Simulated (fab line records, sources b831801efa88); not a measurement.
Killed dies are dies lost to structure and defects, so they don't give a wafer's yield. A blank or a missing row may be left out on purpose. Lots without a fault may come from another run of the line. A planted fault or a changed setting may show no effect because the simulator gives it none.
Which tool did it? | flow sky130 | 12 lots, 36 wafers sampled, at 5 steps of a route of 708

WHAT THE GAUGES READ, wafer by wafer
SKY_NWELL_THK_MEAS_02. Usual: NWELL_OXIDATION_THK 10.01 nm, standard deviation 0.21.
lot  | measured    | on            | NWELL_OXIDATION_THK (nm) | flag
L562 | day 2 09:40 | film_metro-04 | 9.79 9.79 9.93           |
L565 | day 3 02:40 | film_metro-04 | 10.39 10.31 10.38        |
L567 | day 3 15:18 | film_metro-02 | 9.94 10.04 10.06         |
L568 | day 3 21:05 | film_metro-02 | 10.03 9.90 10.12         |
L569 | day 4 01:28 | film_metro-04 | 9.88 10.03 10.08         |
L570 | day 4 02:43 | film_metro-02 | 10.10 10.03 9.90         |
L573 | day 4 23:43 | film_metro-02 | 9.67 9.56 9.66           |
L581 | day 6 13:16 | film_metro-04 | 10.10 9.92 9.98          |
L582 | day 6 20:19 | film_metro-02 | 9.98 9.95 10.15          |
L583 | day 7 02:34 | film_metro-02 | 10.30 10.29 10.19        |
L584 | day 7 06:22 | film_metro-04 | 9.68 9.89 9.87           |
L585 | day 7 14:02 | film_metro-01 | 9.99 9.85 10.10          |

SKY_NWELL_OVL_MEAS_10. Usual: NWELL_00_OVL -0.8 nm, standard deviation 1.4.
lot  | measured     | on         | NWELL_00_OVL (nm) | flag
L562 | day 4 06:05  | overlay-01 | -2.3 -2.0 -2.0    |
L565 | day 5 02:35  | overlay-01 | -4.2 -0.7 -1.3    |
L567 | day 5 15:46  | overlay-02 | -0.9 -1.9 -2.3    |
L568 | day 5 23:32  | overlay-01 | 0.0 0.1 -1.0      |
L569 | day 6 05:17  | overlay-02 | -0.7 -0.7 -0.3    |
L570 | day 6 07:32  | overlay-02 | 0.6 -0.7 0.8      |
L573 | day 7 07:05  | overlay-01 | -1.2 0.1 -0.7     |
L581 | day 9 03:29  | overlay-02 | 2.0 1.5 3.4       |
L582 | day 9 12:01  | overlay-02 | 0.0 -1.1 -2.7     |
L583 | day 9 17:32  | overlay-02 | 0.1 -1.3 0.0      |
L584 | day 9 23:44  | overlay-02 | -0.1 -0.7 -0.9    |
L585 | day 10 06:08 | overlay-01 | 0.4 -1.0 1.0      |

SKY_NWELL_RS_MEAS_29: measures by four-point-probe. Usual: NWELL_RS 624.0 ohm/sq, standard deviation 1.5.
lot  | measured     | on            | NWELL_RS (ohm/sq)                   | flag
L562 | day 5 00:40  | film_metro-02 | 623.5 624.4 625.1                   |
L565 | day 5 22:05  | film_metro-04 | 623.6 625.9 622.5                   |
L567 | day 6 11:08  | film_metro-04 | 622.2 623.9 625.5                   |
L568 | day 6 20:22  | film_metro-01 | 623.2 621.9 623.7                   |
L569 | day 7 01:22  | film_metro-04 | 623.8 621.7 623.6                   |
L570 | day 7 03:50  | film_metro-01 | 625.5 622.8 624.9                   |
L573 | day 8 05:16  | film_metro-04 | 624.9 624.4 625.0                   |
L581 | day 10 03:38 | film_metro-01 | 629.0 630.8 631.0 628.9 629.7 629.8 | OFF
L582 | day 10 12:35 | film_metro-02 | 630.7 631.1 630.2 630.5 631.1 629.1 | OFF
L583 | day 10 17:24 | film_metro-01 | 623.1 624.9 623.9                   |
L584 | day 10 23:47 | film_metro-01 | 624.9 624.8 624.4                   |
L585 | day 11 06:53 | film_metro-02 | 623.3 621.3 624.3                   |

WHICH TOOL RAN EACH LOT (tool, then ch and the chambers of the sampled wafers, then the start)
lot  | SKY_NWELL_IMPLANT_13            | SKY_NWELL_RTA_28
L562 | implanter-01 ch 0, day 4 06:25  | rtp_anneal-02 ch 0, day 5 00:22
L565 | implanter-01 ch 0, day 5 02:59  | rtp_anneal-02 ch 0, day 5 21:59
L567 | implanter-03 ch 0, day 5 16:07  | rtp_anneal-02 ch 0, day 6 11:02
L568 | implanter-01 ch 0, day 5 23:55  | rtp_anneal-01 ch 0, day 6 20:16
L569 | implanter-03 ch 0, day 6 05:37  | rtp_anneal-01 ch 0, day 7 01:16
L570 | implanter-02 ch 0, day 6 07:52  | rtp_anneal-02 ch 0, day 7 03:44
L573 | implanter-01 ch 0, day 7 07:25  | rtp_anneal-01 ch 0, day 8 05:10
L581 | implanter-03 ch 0, day 9 03:49  | rtp_anneal-01 ch 0, day 10 03:32
L582 | implanter-03 ch 0, day 9 12:22  | rtp_anneal-02 ch 0, day 10 12:29
L583 | implanter-02 ch 0, day 9 17:54  | rtp_anneal-01 ch 0, day 10 17:18
L584 | implanter-01 ch 0, day 10 00:04 | rtp_anneal-02 ch 0, day 10 23:41
L585 | implanter-02 ch 0, day 10 06:46 | rtp_anneal-01 ch 0, day 11 06:47
- SKY_NWELL_IMPLANT_13
- SKY_NWELL_RTA_28: time 30 s.

WHAT THE TOOLS THEMSELVES READ (means of the sampled wafers that have a number; where no wafer has one, the mark that the record gives instead)
SKY_NWELL_IMPLANT_13. Usual: dose_ions_cm2 6.999e+11, standard deviation 7.7e+08; faraday_current_uA 3.95, standard deviation 0.071.
lot  | tool         | dose_ions_cm2 | faraday_current_uA | flag
L562 | implanter-01 | 7.003e+11     | 3.94               |
L565 | implanter-01 | 7.003e+11     | 3.95               |
L567 | implanter-03 | 7.002e+11     | 3.92               |
L568 | implanter-01 | 6.991e+11     | 3.89               |
L569 | implanter-03 | 7.002e+11     | 3.89               |
L570 | implanter-02 | 6.989e+11     | 3.99               |
L573 | implanter-01 | 6.996e+11     | 3.97               |
L581 | implanter-03 | 5.128e+11     | 2.89               | OFF
L582 | implanter-03 | 5.104e+11     | 2.93               | OFF
L583 | implanter-02 | 7.003e+11     | 3.87               |
L584 | implanter-01 | 7.000e+11     | 3.95               |
L585 | implanter-02 | 7.005e+11     | 3.94               |

SKY_NWELL_RTA_28. Usual: lamp_power_pct 25.30 %, standard deviation 0.055; ramp_down_c_per_s 89.999, standard deviation 0.017; wafer_temp_C_max 1054.9, standard deviation 0.97.
lot  | tool          | lamp_power_pct (%) | ramp_down_c_per_s | wafer_temp_C_max | flag
L562 | rtp_anneal-02 | 25.33              | 89.997            | 1055.2           |
L565 | rtp_anneal-02 | 25.26              | 89.995            | 1055.4           |
L567 | rtp_anneal-02 | 25.34              | 89.996            | 1055.3           |
L568 | rtp_anneal-01 | 25.28              | 90.004            | 1056.1           |
L569 | rtp_anneal-01 | 25.27              | 90.004            | 1054.5           |
L570 | rtp_anneal-02 | 25.33              | 90.007            | 1054.7           |
L573 | rtp_anneal-01 | 25.30              | 89.988            | 1055.5           |
L581 | rtp_anneal-01 | 25.35              | 90.005            | 1054.9           |
L582 | rtp_anneal-02 | 25.27              | 90.003            | 1055.0           |
L583 | rtp_anneal-01 | 25.29              | 89.995            | 1053.5           |
L584 | rtp_anneal-02 | 25.36              | 90.000            | 1054.5           |
L585 | rtp_anneal-01 | 25.34              | 90.004            | 1055.3           |

THE ANSWER, worked out from the rows above alone
Rule: a lot is off if the mean of its wafers that have a number lies more than 3 standard deviations from the usual mean. A lot without any number at a reading at which 4 lots or more have one is off too. The other lots that the step has rows for count as sound. The gauges are gone through in route order, then the tools' own readings, and for those a lot's mean is taken as printed above. The first step at which some lot is off is used, and at that step the reading that is off furthest; a lot without a number counts as furthest.
Off: L581, L582, at SKY_NWELL_RS_MEAS_29 (NWELL_RS).
A tool fits if, at a process step before that reading, it ran every lot that is off, and no sound lot after the first of them. The gauges at SKY_NWELL_RS_MEAS_29 aren't tried: what is off there is off at SKY_NWELL_IMPLANT_13 too, on other tools, and a gauge's error can't cause that. One fits: implanter-03 at SKY_NWELL_IMPLANT_13. Its last sound lot is L569 (day 6 05:37), its first lot that is off L581 (day 9 03:49): a fault that began between those two fits.
The tool's own readings at SKY_NWELL_IMPLANT_13 bear it out: on the lots that are off they differ by more than 5 times the standard deviation of the sound lots' means. dose_ions_cm2 reads 5.116e+11 there against 6.999e+11 on the sound lots; faraday_current_uA reads 2.91 there against 3.93 on the sound lots.

WHAT THE SIMULATOR HAD PUT IN
Process parameter drift: implanter-03, from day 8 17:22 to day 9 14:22, at SKY_NWELL_IMPLANT_13. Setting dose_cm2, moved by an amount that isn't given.
Lots struck among those shown: L581, L582. The rule above found the same.
